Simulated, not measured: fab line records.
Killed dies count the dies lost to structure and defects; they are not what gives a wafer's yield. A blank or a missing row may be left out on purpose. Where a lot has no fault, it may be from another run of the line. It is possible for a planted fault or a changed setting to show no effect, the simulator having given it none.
The same fault as seen by 2 desks	flow gf180mcu	each desk holds nothing but its own numbers, with what lay behind them at the end

METROLOGY DESK
What the gauges read for every lot (on any tool): the sampled wafers with a number, averaged. Marked OUT: a lot whose mean sits more than 4 standard deviations from the usual mean, which makes it out of limits; the brackets give that distance.
Columns: A = V4_W_THK at GF_V4_THK_MEAS_25, usual 352 nm
lot	first seen here	A
L319	day 24 12:33	352
L320	day 25 13:11	346
L321	day 25 13:33	356
L322	day 25 17:49	351
L324	day 26 09:22	350
L328	day 27 20:07	346
L329	day 28 05:45	354
L334	day 29 19:52	347
L336	day 30 05:35	352
L337	day 30 08:59	356
L338	day 30 17:36	346
L340	day 31 03:17	353
L341	day 31 10:40	348
This desk's verdict: no lot among the 13 shows anything out of limits.

AT THE TOOL OWNER'S DESK: pvd_sputter-04
The tool's own readings at GF_M1_SPUTTER_02 (material AlCu, target thk 450 nm, time 23.9 s): means of the sampled wafers that have a number, for each lot that ran on this tool. Marked OUT: a lot whose mean sits more than 4 standard deviations from the usual mean, which makes it out of limits; the brackets give that distance.
Columns: A = cathode_dc_power_W at GF_M1_SPUTTER_02, usual 10600 W; B = throttle_valve_pct at GF_M1_SPUTTER_02, usual 30.4 %
lot	first seen here	A	B
L320	day 17 01:28	10600	29.9
L321	day 17 08:35	10600	29.7
L322	day 17 13:20	10598	29.8
L329	day 20 10:22	10599	30.1
L338	day 23 10:39	10600	29.8
L340	day 23 21:38	10603	29.7
L341	day 24 09:05	10602	29.3
This desk's verdict: no lot among the 7 shows anything out of limits.

PUT TOGETHER
Metrology desk: nothing out of limits seen.
Nothing out of limits was seen by the tool owner's desk.

WHAT WAS PUT IN BY THE SIMULATOR
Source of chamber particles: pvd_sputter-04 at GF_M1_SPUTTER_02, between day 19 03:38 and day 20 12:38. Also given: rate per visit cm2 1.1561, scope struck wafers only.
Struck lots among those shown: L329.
